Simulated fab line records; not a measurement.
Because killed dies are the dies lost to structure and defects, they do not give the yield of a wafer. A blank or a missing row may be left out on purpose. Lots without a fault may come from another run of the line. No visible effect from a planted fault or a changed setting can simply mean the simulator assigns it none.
Matching of chambers || flow gf180mcu || pecvd-02 running GF_CONTACT_CVD_02: 3 sister chambers
The step deposits SiO2 from TEOS, target thk 860 nm, time 95.992 s. 3 wafers are shown with their chamber, then 7 later ones without.

== WAFERS PAIRED WITH THEIR CHAMBERS ==
{"wafer": "L081.4", "chamber": 0, "heater power w (W)": 719}
{"wafer": "L081.5", "chamber": 1, "heater power w (W)": 539}
{"wafer": "L082.4", "chamber": 2, "heater power w (W)": 756}

== WAFERS WITH NO CHAMBER GIVEN ==
{"wafer": "L082.6", "heater power w (W)": 502}
{"wafer": "L085.2", "heater power w (W)": 493}
{"wafer": "L085.4", "heater power w (W)": 725}
{"wafer": "L085.6", "heater power w (W)": 668}
{"wafer": "L095.1", "heater power w (W)": 494}
{"wafer": "L095.3", "heater power w (W)": 772}
{"wafer": "L095.6", "heater power w (W)": 758}

== THE CHAMBER EACH PASSED THROUGH ==
{"wafer": "L082.6", "from the rows above": 1, "in truth": 1}
{"wafer": "L085.2", "from the rows above": 1, "in truth": 1}
{"wafer": "L085.4", "from the rows above": "can't be placed: 0 or 2", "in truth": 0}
{"wafer": "L085.6", "from the rows above": "can't be placed: 0 or 2", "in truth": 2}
{"wafer": "L095.1", "from the rows above": 1, "in truth": 1}
{"wafer": "L095.3", "from the rows above": "can't be placed: 2 or 0", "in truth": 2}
{"wafer": "L095.6", "from the rows above": "can't be placed: 2 or 0", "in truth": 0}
Correct placement for 3 of the 7. Can't be placed from these rows: 4 (the true chamber is among the candidates in 4). 0 placed wrongly.
How it was worked out, from the rows above alone: a wafer's distance from a chamber is the root of the sum, over the readings, of the square of ((its reading less the chamber's mean) divided by the reading's scatter). The wafer belongs to the nearest chamber; if the next one is less than 2 further off, it can't be placed. Each chamber's mean is taken over the wafers shown for it. The scatter: with one shown wafer a chamber, the root of the mean of the squares of how far each hidden wafer lies from its nearest shown one.
